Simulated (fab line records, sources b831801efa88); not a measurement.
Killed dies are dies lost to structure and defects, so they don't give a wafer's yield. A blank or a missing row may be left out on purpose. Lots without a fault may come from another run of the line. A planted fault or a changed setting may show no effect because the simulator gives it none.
Which tool did it? | flow gf180mcu | 13 lots, 39 wafers sampled, at 6 steps of a route of 602

WHAT THE GAUGES READ, wafer by wafer
GF_HV_LDD_OVL_MEAS_20.
lot  | measured     | on         | HV_LDD_01_OVL (nm)
L698 | day 11 16:55 | overlay-01 | -1.2 0.0 -0.9
L699 | day 12 01:38 | overlay-02 | 0.1 0.7 -0.2
L700 | day 12 10:00 | overlay-02 | 1.3 1.7 1.9
L701 | day 12 23:08 | overlay-01 | -0.4 0.0 0.1
L702 | day 12 23:59 | overlay-02 | -1.7 -1.5 0.4
L703 | day 13 12:25 | overlay-02 | 0.9 1.0 0.1
L704 | day 14 03:14 | overlay-02 | -0.5 -0.6 1.5
L705 | day 14 03:36 | overlay-01 | -0.3 -2.1 -3.5
L707 | day 14 14:07 | overlay-02 | 1.5 -1.1 1.8
L708 | day 15 04:52 | overlay-01 | 1.6 0.2 1.1
L716 | day 17 09:41 | overlay-02 | -2.4 -1.6 -3.2
L717 | day 17 22:47 | overlay-01 | -2.1 -0.4 -0.2
L718 | day 18 08:20 | overlay-01 | 2.0 -0.8 -2.6

GF_HV_LDD_OVL_MEAS_32.
lot  | measured     | on         | HV_LDD_02_OVL (nm)
L698 | day 12 12:30 | overlay-01 | 2.4 1.9 1.9
L699 | day 12 20:54 | overlay-01 | 0.7 1.0 1.0
L700 | day 13 05:43 | overlay-01 | 2.6 2.1 2.7
L701 | day 13 18:59 | overlay-01 | -0.6 1.0 -1.3
L702 | day 13 20:26 | overlay-01 | 2.2 -0.5 2.5
L703 | day 14 09:29 | overlay-02 | 2.8 0.2 1.4
L704 | day 15 00:11 | overlay-01 | 2.4 3.1 3.3
L705 | day 15 01:05 | overlay-02 | 3.9 0.6 2.1
L707 | day 15 11:05 | overlay-01 | 1.9 1.1 1.2
L708 | day 16 02:59 | overlay-01 | 0.8 0.7 1.2
L716 | day 18 09:40 | overlay-01 | 1.0 -1.0 -0.7
L717 | day 18 23:03 | overlay-02 | -0.2 1.1 0.4
L718 | day 19 08:52 | overlay-02 | 2.5 -0.1 1.9

GF_PSD_CD_MEAS_07: target cd 400 nm.
lot  | measured     | on        | cd_nm (nm)
L698 | day 15 05:19 | cd_sem-02 | 400.7 401.1 401.1
L699 | day 15 15:04 | cd_sem-01 | 400.1 399.2 402.1
L700 | day 16 01:55 | cd_sem-02 | 402.9 401.4 401.4
L701 | day 16 15:17 | cd_sem-02 | 398.6 399.3 399.0
L702 | day 16 17:16 | cd_sem-02 | 399.3 397.0 397.0
L703 | day 17 07:38 | cd_sem-01 | 398.8 398.3 397.9
L704 | day 17 22:20 | cd_sem-02 | 398.0 398.4 399.3
L705 | day 18 00:01 | cd_sem-01 | 399.2 400.1 399.0
L707 | day 18 11:18 | cd_sem-02 | 400.4 405.8 404.7
L708 | day 19 04:59 | cd_sem-01 | - - -
L716 | day 21 15:08 | cd_sem-02 | 400.8 399.5 401.0
L717 | day 22 03:34 | cd_sem-02 | 403.0 401.9 401.3
L718 | day 22 13:45 | cd_sem-02 | 399.3 400.1 401.2

GF_PSD_TW_MEAS_11.
lot  | measured     | on            | PSD_TW
L698 | day 15 05:43 | film_metro-04 | 3167 3170 3170
L699 | day 15 15:28 | film_metro-04 | 3176 3172 3178
L700 | day 16 02:19 | film_metro-01 | 3160 3176 3171
L701 | day 16 15:41 | film_metro-04 | 3164 3148 3165
L702 | day 16 17:40 | film_metro-01 | 3176 3181 3173
L703 | day 17 08:02 | film_metro-04 | 3159 3165 3158
L704 | day 17 22:44 | film_metro-04 | 3156 3157 3186
L705 | day 18 00:24 | film_metro-04 | 3126 3139 3139
L707 | day 18 11:43 | film_metro-03 | 3176 3169 3173
L708 | day 19 05:23 | film_metro-04 | 30 30 30 30 30 30
L716 | day 21 15:32 | film_metro-04 | 3146 3168 3159
L717 | day 22 03:58 | film_metro-03 | 3186 3197 3174
L718 | day 22 14:09 | film_metro-04 | 3173 3147 3153

WHICH TOOL RAN EACH LOT (tool, then ch and the chambers of the sampled wafers, then the start)
lot  | GF_HV_LDD_RTA_52                 | GF_PSD_EXPOSE_04
L698 | rtp_anneal-01 ch 0, day 13 09:04 | iline_stepper-01 ch 0, day 14 19:07
L699 | rtp_anneal-02 ch 0, day 13 18:43 | iline_stepper-01 ch 0, day 15 05:22
L700 | rtp_anneal-02 ch 0, day 14 03:31 | iline_stepper-01 ch 0, day 15 14:43
L701 | rtp_anneal-02 ch 0, day 14 17:01 | iline_stepper-01 ch 0, day 16 04:18
L702 | rtp_anneal-01 ch 0, day 14 18:23 | iline_stepper-01 ch 0, day 16 06:19
L703 | rtp_anneal-02 ch 0, day 15 08:08 | iline_stepper-01 ch 0, day 16 20:27
L704 | rtp_anneal-02 ch 0, day 15 22:15 | iline_stepper-01 ch 0, day 17 10:23
L705 | rtp_anneal-01 ch 0, day 15 23:23 | iline_stepper-01 ch 0, day 17 12:01
L707 | rtp_anneal-02 ch 0, day 16 09:41 | iline_stepper-01 ch 0, day 17 23:41
L708 | rtp_anneal-01 ch 0, day 17 02:49 | iline_stepper-02 ch 0, day 18 17:11
L716 | rtp_anneal-01 ch 0, day 19 11:16 | iline_stepper-02 ch 0, day 21 03:43
L717 | rtp_anneal-01 ch 0, day 20 00:49 | iline_stepper-02 ch 0, day 21 15:46
L718 | rtp_anneal-01 ch 0, day 20 10:41 | iline_stepper-02 ch 0, day 22 01:52
- GF_HV_LDD_RTA_52: time 10 s.
- GF_PSD_EXPOSE_04: exposes mask Pplus, target cd 400 nm.

WHAT THE TOOLS THEMSELVES READ (means of the sampled wafers that have a number; where no wafer has one, the mark that the record gives instead)
GF_HV_LDD_RTA_52.
lot  | tool          | lamp_power_pct (%) | wafer_temp_C_max
L698 | rtp_anneal-01 | 31.4               | 1005.9
L699 | rtp_anneal-02 | 36.5               | 1004.4
L700 | rtp_anneal-02 | 36.5               | 1005.2
L701 | rtp_anneal-02 | 36.5               | 1003.9
L702 | rtp_anneal-01 | 31.5               | 1004.8
L703 | rtp_anneal-02 | 36.5               | 1004.5
L704 | rtp_anneal-02 | 36.5               | 1004.2
L705 | rtp_anneal-01 | 31.5               | 1005.7
L707 | rtp_anneal-02 | 36.5               | 1003.8
L708 | rtp_anneal-01 | 31.5               | 1004.6
L716 | rtp_anneal-01 | 31.5               | 1004.2
L717 | rtp_anneal-01 | 31.5               | 1005.9
L718 | rtp_anneal-01 | 31.5               | 1005.1

GF_PSD_EXPOSE_04.
lot  | tool             | focus_offset_nm (nm)
L698 | iline_stepper-01 | 0.0
L699 | iline_stepper-01 | -0.6
L700 | iline_stepper-01 | -0.2
L701 | iline_stepper-01 | -0.1
L702 | iline_stepper-01 | 0.6
L703 | iline_stepper-01 | -0.2
L704 | iline_stepper-01 | -0.8
L705 | iline_stepper-01 | 0.2
L707 | iline_stepper-01 | 0.2
L708 | iline_stepper-02 | 0.4
L716 | iline_stepper-02 | -0.0
L717 | iline_stepper-02 | -0.3
L718 | iline_stepper-02 | -0.2

THE ANSWER, worked out from the rows above alone
Rule: what is usual is taken from the lots themselves. Put in order of their means at a reading, lots are off if they are a third of the lots or fewer, leave a main group of 4 or more, and stand apart from it by a gap of 3 or more times the standard deviation of the main group's means; of several such gaps the widest counts. A main group whose means are all the same, to the digits that the tables above print for the reading, isn't used. A lot without any number at a reading at which 4 lots or more have one is off too. The other lots that the step has rows for count as sound. The gauges are gone through in route order, then the tools' own readings, and for those a lot's mean is taken as printed above. The first step at which some lot is off is used, and at that step the reading that is off furthest; a lot without a number counts as furthest.
Off: L708, at GF_PSD_CD_MEAS_07 (cd_nm). Without a number there: L708. The main group: mean 400.2 nm, standard deviation 1.7.
A tool fits if, at a process step before that reading, it ran every lot that is off, and no sound lot after the first of them. The gauges at GF_PSD_CD_MEAS_07 aren't tried: what is off there is off at GF_PSD_TW_MEAS_11 too, on other tools, and a gauge's error can't cause that. None of those tried fits.

WHAT THE SIMULATOR HAD PUT IN
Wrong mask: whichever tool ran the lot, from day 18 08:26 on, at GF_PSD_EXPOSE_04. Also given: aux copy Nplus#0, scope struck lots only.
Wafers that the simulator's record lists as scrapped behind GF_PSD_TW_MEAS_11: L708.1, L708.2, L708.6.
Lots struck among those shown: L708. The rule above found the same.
